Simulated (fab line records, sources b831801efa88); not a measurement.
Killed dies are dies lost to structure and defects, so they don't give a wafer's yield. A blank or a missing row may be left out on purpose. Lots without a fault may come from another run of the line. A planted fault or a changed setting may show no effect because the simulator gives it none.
Which tool did it? | flow gf180mcu | 14 lots, 42 wafers sampled, at 4 steps of a route of 602

WHAT THE GAUGES READ, wafer by wafer
GF_M4_CD_MEAS_14: target cd 280 nm.
lot  | measured     | on        | cd_nm (nm)
L601 | day 23 11:49 | cd_sem-01 | 278.9 279.5 278.7
L602 | day 26 21:42 | cd_sem-01 | 280.7 280.8 280.6
L603 | day 23 22:33 | cd_sem-01 | 278.9 278.1 279.3
L604 | day 24 06:49 | cd_sem-01 | 280.8 280.2 279.9
L605 | day 24 08:57 | cd_sem-01 | 281.2 281.0 280.4
L606 | day 25 00:09 | cd_sem-02 | 278.4 281.3 280.2
L610 | day 26 15:51 | cd_sem-01 | 281.4 281.0 281.2
L611 | day 27 00:07 | cd_sem-01 | 278.4 278.4 278.9
L617 | day 28 17:03 | cd_sem-02 | 279.5 278.1 279.9
L618 | day 29 00:52 | cd_sem-01 | 278.6 279.3 279.8
L619 | day 29 07:36 | cd_sem-01 | 277.5 278.6 277.2
L620 | day 29 16:04 | cd_sem-02 | 279.2 279.7 278.8
L623 | day 30 07:19 | cd_sem-01 | 278.3 278.9 278.1
L624 | day 30 17:21 | cd_sem-02 | 276.1 277.3 277.3

GF_M4_OVL_MEAS_15.
lot  | measured     | on         | M4_OVL (nm)
L601 | day 23 11:53 | overlay-01 | 2 1 -3
L602 | day 26 21:49 | overlay-01 | -1 1 2
L603 | day 23 22:40 | overlay-02 | 3 7 4
L604 | day 24 06:55 | overlay-01 | 3 7 -1
L605 | day 24 09:04 | overlay-02 | 6 -5 1
L606 | day 25 00:16 | overlay-01 | -3 4 -10
L610 | day 26 15:58 | overlay-01 | 1 -3 4
L611 | day 27 00:14 | overlay-02 | 2 2 6
L617 | day 28 17:10 | overlay-02 | 3 0 6
L618 | day 29 00:59 | overlay-02 | 0 2 -1
L619 | day 29 07:43 | overlay-01 | 1 -1 6
L620 | day 29 16:11 | overlay-02 | 0 -1 -2
L623 | day 30 07:25 | overlay-02 | -2 -10 -4
L624 | day 30 17:28 | overlay-02 | 5 8 -2

WHICH TOOL RAN EACH LOT (tool, then ch and the chambers of the sampled wafers, then the start)
lot  | GF_VT_IMPLANT_DEVELOP_06          | GF_M4_SPUTTER_02
L601 | litho_track-04 ch 0, day 5 14:41  | pvd_sputter-03, day 22 13:11
L602 | litho_track-04 ch 0, day 5 16:46  | pvd_sputter-01, day 26 00:50
L603 | litho_track-02 ch 0, day 6 01:19  | pvd_sputter-02, day 22 23:56
L604 | litho_track-04 ch 0, day 6 05:44  | pvd_sputter-03, day 23 08:51
L605 | litho_track-03 ch 0, day 6 09:28  | pvd_sputter-02, day 23 10:23
L606 | litho_track-03 ch 0, day 6 19:31  | pvd_sputter-02, day 24 02:38
L610 | litho_track-03 ch 0, day 7 23:55  | pvd_sputter-02, day 25 19:27
L611 | litho_track-03 ch 0, day 8 11:13  | pvd_sputter-01, day 26 03:47
L617 | litho_track-04 ch 0, day 9 20:37  | pvd_sputter-02, day 27 21:26
L618 | litho_track-02 ch 0, day 10 02:44 | pvd_sputter-01, day 28 05:35
L619 | litho_track-04 ch 0, day 10 08:22 | pvd_sputter-02, day 28 12:10
L620 | litho_track-02 ch 0, day 10 15:31 | pvd_sputter-02, day 28 20:53
L623 | litho_track-04 ch 0, day 11 07:11 | pvd_sputter-03, day 29 12:34
L624 | litho_track-02 ch 0, day 11 13:58 | pvd_sputter-03, day 29 23:27
- GF_VT_IMPLANT_DEVELOP_06: develop time 60 s.
- GF_M4_SPUTTER_02: material AlCu, target thk 450 nm, time 23.9 s.

WHAT THE TOOLS THEMSELVES READ (means of the sampled wafers that have a number; where no wafer has one, the mark that the record gives instead)
GF_VT_IMPLANT_DEVELOP_06.
lot  | tool           | developer_temp_C (C)
L601 | litho_track-04 | 22.79
L602 | litho_track-04 | 23.06
L603 | litho_track-02 | 23.10
L604 | litho_track-04 | 22.88
L605 | litho_track-03 | 23.05
L606 | litho_track-03 | 22.90
L610 | litho_track-03 | 23.01
L611 | litho_track-03 | 22.98
L617 | litho_track-04 | 23.03
L618 | litho_track-02 | 23.00
L619 | litho_track-04 | 23.01
L620 | litho_track-02 | 23.05
L623 | litho_track-04 | 22.94
L624 | litho_track-02 | 22.92

GF_M4_SPUTTER_02.
lot  | tool           | throttle_valve_pct (%)
L601 | pvd_sputter-03 | 30.7
L602 | pvd_sputter-01 | 31.1
L603 | pvd_sputter-02 | 30.8
L604 | pvd_sputter-03 | 31.1
L605 | pvd_sputter-02 | 30.8
L606 | pvd_sputter-02 | 30.5
L610 | pvd_sputter-02 | 30.7
L611 | pvd_sputter-01 | 29.9
L617 | pvd_sputter-02 | 30.9
L618 | pvd_sputter-01 | 30.3
L619 | pvd_sputter-02 | 30.7
L620 | pvd_sputter-02 | 30.7
L623 | pvd_sputter-03 | 31.0
L624 | pvd_sputter-03 | 31.2

THE ANSWER, worked out from the rows above alone
Rule: what is usual is taken from the lots themselves. Put in order of their means at a reading, lots are off if they are a third of the lots or fewer, leave a main group of 4 or more, and stand apart from it by a gap of 3 or more times the standard deviation of the main group's means; of several such gaps the widest counts. A main group whose means are all the same, to the digits that the tables above print for the reading, isn't used. A lot without any number at a reading at which 4 lots or more have one is off too. The other lots that the step has rows for count as sound. The gauges are gone through in route order, then the tools' own readings, and for those a lot's mean is taken as printed above. The first step at which some lot is off is used, and at that step the reading that is off furthest; a lot without a number counts as furthest.
No lot is off at any reading shown: from this, nothing can be told.

WHAT THE SIMULATOR HAD PUT IN
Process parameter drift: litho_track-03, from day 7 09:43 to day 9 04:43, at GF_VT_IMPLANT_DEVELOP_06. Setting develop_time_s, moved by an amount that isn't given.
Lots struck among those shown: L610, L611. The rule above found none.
